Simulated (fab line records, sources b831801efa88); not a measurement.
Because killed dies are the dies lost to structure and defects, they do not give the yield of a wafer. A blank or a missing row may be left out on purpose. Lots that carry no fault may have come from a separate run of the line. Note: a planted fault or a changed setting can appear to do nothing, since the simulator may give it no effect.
fab line records	flow gf180mcu
record: lots: 12	wafers: 36	lastDay: 34
route steps=602 shown MVSD@73 MVPSD@88 HV_LDD@178
lots that met no fault: taken from a fault-free run of the same line
startH: hours from the record's first day to the start of the lot's first wafer shown	waitH: hours from the lot's prior step to this one	" identical to the entry in the row above	L1.1+2: a row that stands for several wafers	- no value, or no start given	* or withheld: withheld	< > ~ a bound
route shown NAME@n: a module of which the file shows steps, and the number in the route of the first	usual: mean/standard deviation taken from wafers without a fault	same: alike in all rows	chamber/n: place in a boat	sites: each site's reading	_std_site: standard deviation across them	_edge_site: the outer-site mean with the inner-site mean subtracted	radiusMm: how far each site lies from the wafer's centre	mask NAME#n: copy n	behind: the last tool/chamber to shape the wafer	hold: what put the lot on hold/how long, in hours/how the hold closed	device: whichever transistor did not switch (one of n, p or np)	end of line: tests of these same wafers at the route's end	a step without rows: its recipe alone	killed: the dies lost at the first sort to structure and to defects; this is not the yield of the wafer	map: a wafer's dies, x killed, . not, _ none there
set.NAME: the setting that was run; set.NAME@STEP: the one run at that earlier step	model.NAME: the simulator's own value behind a step, which no gauge read
the route's steps for a sample of lots (tables are steps, rows are wafers)
services: from which hour (startH, from the record's first day; less than 0 if before it) a tool's chamber was out of use, for how many hours, and why
== steps ==
step: GF_MVSD_OVL_MEAS_07
usual: MVSD_OVL: -0.1/1.8
lot.wafer	tool	chamber	startH	waitH	MVSD_OVL[nm]
L954.3	overlay-01	-	83.69	-	3.5
L954.4	"	-	"	"	4.3
L954.5	"	-	"	"	4.4
L955.2	overlay-01	-	89.53	-	-0.6
L955.3	"	-	"	"	1.3
L955.4	"	-	"	"	1.4
L960.3	overlay-01	-	116.79	-	2.7
L960.5	"	-	"	"	2.1
L960.6	"	-	"	"	2.2
L963.3	overlay-02	-	136.38	-	0.4
L963.4	"	-	"	"	-0.4
L963.5	"	-	"	"	-0.1
L964.2	overlay-02	-	141.21	-	-2.6
L964.5	"	-	"	"	-2.2
L964.6	"	-	"	"	-1.6
L966.1	overlay-01	-	151.18	-	1.5
L966.2	"	-	"	"	2.0
L966.5	"	-	"	"	1.7
L968.4	overlay-02	-	163.24	-	-0.3
L968.5	"	-	"	"	-1.3
L968.6	"	-	"	"	-0.9
L969.2	overlay-02	-	169.08	-	0.8
L969.4	"	-	"	"	1.4
L969.5	"	-	"	"	1.4
L971.4	overlay-02	-	183.29	-	-0.6
L971.5	"	-	"	"	0.2
L971.6	"	-	"	"	-0.7
L974.2	overlay-02	-	196.68	-	-1.9
L974.3	"	-	"	"	-2.0
L974.4	"	-	"	"	-2.7
L976.1	overlay-02	-	218.22	-	-1.1
L976.2	"	-	"	"	-0.1
L976.4	"	-	"	"	-0.8
L977.1	overlay-02	-	221.77	-	-1.9
L977.2	"	-	"	"	-2.8
L977.3	"	-	"	"	-3.9
step: GF_MVPSD_STRIP_10
recipe: chemistry: O2/N2	powerW: 1400	pressureMtorr: 1500	platenTempC: 250	o2FlowSccm: 3000	n2FlowSccm: 300	overashFraction: 0.5
usual: drypumpMotorCurrentA: 6.1/0.33	heaterPowerW: 335/29	o2FlowSccm: 3000/7.7	oesProductAu: 0.723/0.0048	stripTimeToEndpointS: 36.96/0.091
lot.wafer	tool	chamber	startH	waitH	drypumpMotorCurrentA	heaterPowerW	o2FlowSccm	oesProductAu	rfHoursCounterH	stripTimeToEndpointS
L954.3	plasmaAsher-02	1	98.43	0.1	5.8	336	2999	0.725	-	36.89
L954.4	"	0	"	"	6.1	336	3012	0.725	-	36.91
L954.5	"	1	"	"	5.9	333	2991	0.727	-	36.90
L955.2	plasmaAsher-03	0	104.85	0.1	6.3	329	3013	0.719	43	36.94
L955.3	"	0	"	"	6.3	332	3002	0.721	-	37.04
L955.4	"	1	"	"	6.2	382	2991	0.722	-	37.02
L960.3	plasmaAsher-02	1	132.24	0.1	5.8	326	2987	0.720	-	36.88
L960.5	"	1	"	"	5.8	323	3008	0.726	-	36.92
L960.6	"	0	"	"	6.1	341	3006	0.723	-	37.07
L963.3	plasmaAsher-04	0	152.28	0.1	6.4	302	3004	0.723	-	37.03
L963.4	"	1	"	"	5.3	287	3008	0.722	-	37.02
L963.5	"	0	"	"	6.4	310	3000	0.729	-	36.92
L964.2	plasmaAsher-02	0	156.69	0.1	6.1	347	2992	0.715	4	36.91
L964.5	"	1	"	"	5.8	322	2992	0.708	-	36.78
L964.6	"	0	"	"	6.1	345	2999	0.715	-	36.89
L966.1	plasmaAsher-03	0	168.10	0.1	6.3	329	2980	0.722	50	37.02
L966.2	"	1	"	"	6.2	380	3009	0.717	50	36.94
L966.5	"	1	"	"	6.2	381	2999	0.727	-	37.05
L968.4	plasmaAsher-04	1	180.69	0.1	5.3	295	3011	0.727	-	37.25
L968.5	"	0	"	"	6.5	305	2999	0.720	-	37.14
L968.6	"	1	"	"	5.2	286	3003	0.724	-	37.20
L969.2	plasmaAsher-03	1	186.70	0.1	6.1	383	3010	0.723	52	36.81
L969.4	"	1	"	"	6.1	377	3004	0.723	-	36.91
L969.5	"	0	"	"	6.3	329	2993	0.718	-	36.79
L971.4	plasmaAsher-04	0	200.93	0.1	6.5	312	3002	0.730	-	36.81
L971.5	"	0	"	"	6.5	309	2985	0.725	-	36.87
L971.6	"	1	"	"	5.3	285	3010	0.722	-	36.90
L974.2	plasmaAsher-03	0	215.04	0.1	6.3	333	3002	0.724	54	36.90
L974.3	"	1	"	"	6.1	378	2995	0.722	-	36.94
L974.4	"	0	"	"	6.3	329	3015	0.725	-	36.89
L976.1	plasmaAsher-03	1	236.79	0.1	6.2	386	2987	0.719	57	36.83
L976.2	"	0	"	"	6.3	316	3000	0.716	57	36.83
L976.4	"	0	"	"	6.3	330	3008	0.717	-	36.93
L977.1	plasmaAsher-02	0	240.45	0.1	6.1	341	3001	0.716	13	36.93
L977.2	"	1	"	"	5.8	327	2995	0.723	13	36.90
L977.3	"	1	"	"	5.8	332	2999	0.717	-	36.92
step: GF_VT_IMPLANT_RS_MEAS_49
recipe: thkMeasGauge: four-point-probe
usual: MVPSD_RS: 1169/3.4
lot.wafer	tool	chamber	startH	waitH	MVPSD_RS[ohm/sq]
L954.3	filmMetro-04	-	159.10	0.1	1166
L954.4	"	-	"	"	1168
L954.5	"	-	"	"	1166
L955.2	filmMetro-03	-	166.41	0.1	1172
L955.3	"	-	"	"	1172
L955.4	"	-	"	"	1172
L960.3	filmMetro-03	-	195.70	0.1	1176
L960.5	"	-	"	"	1172
L960.6	"	-	"	"	1174
L963.3	filmMetro-03	-	221.32	0.1	1172
L963.4	"	-	"	"	1172
L963.5	"	-	"	"	1175
L964.2	filmMetro-04	-	226.34	0.1	1165
L964.5	"	-	"	"	1168
L964.6	"	-	"	"	1171
L966.1	filmMetro-03	-	239.26	0.1	1173
L966.2	"	-	"	"	1170
L966.5	"	-	"	"	1171
L968.4	filmMetro-04	-	251.92	0.1	1171
L968.5	"	-	"	"	1172
L968.6	"	-	"	"	1170
L969.2	filmMetro-03	-	257.78	0.1	1168
L969.4	"	-	"	"	1172
L969.5	"	-	"	"	1169
L971.4	filmMetro-03	-	273.94	0.1	1169
L971.5	"	-	"	"	1167
L971.6	"	-	"	"	1168
L974.2	filmMetro-02	-	289.43	0.1	1173
L974.3	"	-	"	"	1168
L974.4	"	-	"	"	1167
L976.1	filmMetro-02	-	313.96	0.1	1173
L976.2	"	-	"	"	1170
L976.4	"	-	"	"	1172
L977.1	filmMetro-04	-	318.09	0.1	1163
L977.2	"	-	"	"	1163
L977.3	"	-	"	"	1162
step: GF_HV_LDD_COAT_02
recipe: resist: NOVOLAK	spinRpm: 3000	resistThkNm: 1000
usual: resistLineTempC: 23.05/0.1	spinSpeedRpm: 3000.4/1.9
lot.wafer	tool	chamber	startH	waitH	resistLineTempC	spinSpeedRpm
L954.3	lithoTrack-03	0	208.51	0.1	22.96	2999.3
L954.4	"	0	"	"	22.97	3000.0
L954.5	"	0	"	"	23.03	2999.0
L955.2	lithoTrack-04	0	220.48	0.1	23.27	3001.8
L955.3	"	0	"	"	23.30	3001.5
L955.4	"	0	"	"	23.10	3000.4
L960.3	lithoTrack-03	0	250.36	0.1	22.87	3000.0
L960.5	"	0	"	"	22.87	3000.7
L960.6	"	0	"	"	23.07	3000.0
L963.3	lithoTrack-03	0	274.46	0.1	23.14	3161.8
L963.4	"	0	"	"	23.22	3162.4
L963.5	"	0	"	"	23.13	3164.9
L964.2	lithoTrack-03	0	283.88	0.1	23.05	3163.3
L964.5	"	0	"	"	23.06	3165.5
L964.6	"	0	"	"	22.99	3165.7
L966.1	lithoTrack-03	0	292.16	0.1	23.13	3162.9
L966.2	"	0	"	"	23.13	3164.0
L966.5	"	0	"	"	23.18	3163.5
L968.4	lithoTrack-02	0	310.75	0.1	23.10	3000.7
L968.5	"	0	"	"	23.11	2999.7
L968.6	"	0	"	"	23.12	3002.2
L969.2	lithoTrack-04	0	314.08	0.1	23.06	2997.9
L969.4	"	0	"	"	23.02	3001.9
L969.5	"	0	"	"	23.11	2999.7
L971.4	lithoTrack-04	0	334.43	0.1	23.09	3000.7
L971.5	"	0	"	"	23.07	3001.8
L971.6	"	0	"	"	23.13	2998.1
L974.2	lithoTrack-02	0	347.74	0.1	22.98	3002.1
L974.3	"	0	"	"	23.12	2997.5
L974.4	"	0	"	"	23.14	3001.5
L976.1	lithoTrack-04	0	377.65	0.1	23.14	3003.1
L976.2	"	0	"	"	22.87	3003.0
L976.4	"	0	"	"	22.87	3002.0
L977.1	lithoTrack-04	0	380.20	0.1	23.11	3000.4
L977.2	"	0	"	"	23.12	2999.5
L977.3	"	0	"	"	23.15	3001.1
step: GF_HV_LDD_STRIP_10
recipe: chemistry: O2/N2	powerW: 1400	pressureMtorr: 1500	platenTempC: 250	o2FlowSccm: 3000	n2FlowSccm: 300	overashFraction: 0.5
usual: drypumpMotorCurrentA: 6.0/0.35	heaterPowerW: 332/30	o2FlowSccm: 2999/13	oesProductAu: 0.715/0.0043	stripTimeToEndpointS: 12.63/0.037
lot.wafer	tool	chamber	startH	waitH	drypumpMotorCurrentA	heaterPowerW	o2FlowSccm	oesProductAu	rfHoursCounterH	stripTimeToEndpointS
L954.3	plasmaAsher-02	1	218.04	0.1	5.8	322	2991	0.717	-	12.58
L954.4	"	0	"	"	6.1	340	3011	0.711	-	12.61
L954.5	"	0	"	"	6.1	335	2999	0.707	-	12.60
L955.2	plasmaAsher-04	0	229.53	0.1	6.4	309	2992	0.718	44	12.67
L955.3	"	0	"	"	6.4	310	2992	0.714	-	12.62
L955.4	"	1	"	"	5.3	287	3000	0.709	-	12.64
L960.3	plasmaAsher-02	1	258.51	0.1	5.8	334	2997	0.714	-	12.60
L960.5	"	1	"	"	5.8	331	2986	0.716	-	12.58
L960.6	"	0	"	"	6.1	339	3007	0.727	-	12.59
L963.3	plasmaAsher-04	1	284.39	0.1	5.2	281	3023	0.711	-	12.31
L963.4	"	0	"	"	6.4	313	2990	0.710	-	12.31
L963.5	"	0	"	"	6.5	309	2992	0.712	-	12.29
L964.2	plasmaAsher-02	0	294.28	0.1	6.1	343	3004	0.719	20	12.37
L964.5	"	0	"	"	6.1	342	3007	0.715	-	12.39
L964.6	"	1	"	"	5.8	325	3007	0.714	-	12.37
L966.1	plasmaAsher-04	0	301.73	0.1	6.4	314	3012	0.712	51	12.38
L966.2	"	1	"	"	5.3	289	2993	0.712	51	12.42
L966.5	"	1	"	"	5.3	273	2999	0.711	-	12.37
L968.4	plasmaAsher-02	1	320.86	0.1	5.8	328	3015	0.710	-	12.65
L968.5	"	1	"	"	5.8	328	3015	0.723	-	12.64
L968.6	"	0	"	"	6.1	343	2987	0.715	-	12.64
L969.2	plasmaAsher-03	1	324.68	0.1	6.2	385	3007	0.713	66	12.60
L969.4	"	0	"	"	6.3	336	3000	0.707	-	12.58
L969.5	"	1	"	"	6.2	381	2992	0.717	-	12.60
L971.4	plasmaAsher-02	0	344.99	0.1	6.1	337	2986	0.717	-	12.60
L971.5	"	1	"	"	5.8	328	2998	0.727	-	12.58
L971.6	"	0	"	"	6.1	336	2997	0.714	-	12.60
L974.2	plasmaAsher-03	1	359.83	0.1	6.2	386	2991	0.714	70	12.63
L974.3	"	1	"	"	6.2	385	2996	0.707	-	12.59
L974.4	"	0	"	"	6.3	325	3004	0.710	-	12.61
L976.1	plasmaAsher-02	1	389.06	0.1	5.8	330	3015	0.713	30	12.64
L976.2	"	0	"	"	6.1	335	3019	0.716	30	12.70
L976.4	"	1	"	"	5.9	323	3009	0.711	-	12.68
L977.1	plasmaAsher-03	1	391.31	0.1	6.2	386	2995	0.717	73	12.62
L977.2	"	0	"	"	6.3	323	3002	0.728	73	12.63
L977.3	"	0	"	"	6.3	327	3002	0.706	-	12.65
== services ==
tool	chamber	startH	hours	kind
plasmaAsher-02	-	76.49	0.4	repair
plasmaAsher-02	-	90.60	2.8	repair
plasmaAsher-02	-	108.75	9.0	pm
plasmaAsher-02	0	108.75	9.0	ventCycle
plasmaAsher-02	1	108.75	9.0	ventCycle
plasmaAsher-04	-	110.64	5.7	repair
plasmaAsher-02	0	117.75	-	clean
plasmaAsher-02	1	117.75	-	clean
plasmaAsher-03	-	154.53	3.4	repair
plasmaAsher-03	-	237.25	2.8	pm
plasmaAsher-04	-	255.19	16.9	pm
plasmaAsher-02	-	313.19	2.9	repair
== key ==
firstSign: step: GF_HV_LDD_COAT_02	reading: spinSpeedRpm	direction: up	sigmas: 87	usual: *	struck: *
effect: step: GF_HV_LDD_STRIP_10	reading: stripTimeToEndpointS	direction: down	sigmas: 7.4	usual: *	struck: *
metAt GF_HV_LDD_COAT_02
struckLots L963,L964,L966
testerLeftOut L963,L964,L966
notActingAt GF_MVSD_OVL_MEAS_07,GF_MVPSD_STRIP_10,GF_VT_IMPLANT_RS_MEAS_49
onsetBetween 250.36 274.46
fault: kind: processParameterDrift	tool: lithoTrack-03	chamber: -	onsetH: 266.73	steps: GF_HV_LDD_COAT_02	channel: spinRpm	offset: *	shape: step	endH: 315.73	actsIn: *	stated: *
testerLeftOut: of these lots the tester's yield and bins aren't shown, on N5 and GAA mostly nor the transistor test; their killed dies are dies lost to structure and defects alone, not to doping, threshold or leakage, so they don't give the yield
